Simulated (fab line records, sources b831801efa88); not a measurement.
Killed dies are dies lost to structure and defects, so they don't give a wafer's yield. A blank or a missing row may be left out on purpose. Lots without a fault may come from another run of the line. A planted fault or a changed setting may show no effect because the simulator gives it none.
Which tool did it? | flow gf180mcu | 12 lots, 36 wafers sampled, at 2 steps of a route of 602

WHAT THE GAUGES READ, wafer by wafer
GF_V2_THK_MEAS_01.
lot  | measured     | on            | V2_CVD_00_THK (nm)
L075 | day 19 18:31 | film_metro-03 | 603 591 594
L077 | day 20 07:29 | film_metro-04 | 605 603 600
L079 | day 21 01:37 | film_metro-03 | 607 611 606
L081 | day 22 00:34 | film_metro-04 | 594 597 597
L083 | day 22 13:52 | film_metro-04 | 604 598 599
L085 | day 23 13:07 | film_metro-04 | 605 610 602
L087 | day 24 02:46 | film_metro-02 | 593 606 589
L089 | day 24 20:19 | film_metro-04 | 612 593 586
L091 | day 25 09:25 | film_metro-04 | 582 600 598
L093 | day 25 23:17 | film_metro-04 | 593 594 608
L095 | day 26 17:38 | film_metro-03 | 591 607 596
L097 | day 27 12:56 | film_metro-02 | 608 603 606

WHICH TOOL RAN EACH LOT (tool, then ch and the chambers of the sampled wafers, then the start)
lot  | GF_SALICIDE_RTA_08
L075 | rtp_anneal-02 ch 0, day 15 15:35
L077 | rtp_anneal-02 ch 0, day 16 04:44
L079 | rtp_anneal-02 ch 0, day 16 19:44
L081 | rtp_anneal-02 ch 0, day 17 17:10
L083 | rtp_anneal-02 ch 0, day 18 06:47
L085 | rtp_anneal-01 ch 0, day 19 08:06
L087 | rtp_anneal-01 ch 0, day 19 22:43
L089 | rtp_anneal-01 ch 0, day 20 17:11
L091 | rtp_anneal-01 ch 0, day 21 08:06
L093 | rtp_anneal-01 ch 0, day 21 23:11
L095 | rtp_anneal-01 ch 0, day 22 20:35
L097 | rtp_anneal-02 ch 0, day 23 17:19
- GF_SALICIDE_RTA_08: time 30 s.

THE ANSWER, worked out from the rows above alone
Rule: what is usual is taken from the lots themselves. Put in order of their means at a reading, lots are off if they are a third of the lots or fewer, leave a main group of 4 or more, and stand apart from it by a gap of 3 or more times the standard deviation of the main group's means; of several such gaps the widest counts. A main group whose means are all the same, to the digits that the tables above print for the reading, isn't used. A lot without any number at a reading at which 4 lots or more have one is off too. The other lots that the step has rows for count as sound.
No lot is off at any reading shown: from this, nothing can be told.

WHAT THE SIMULATOR HAD PUT IN
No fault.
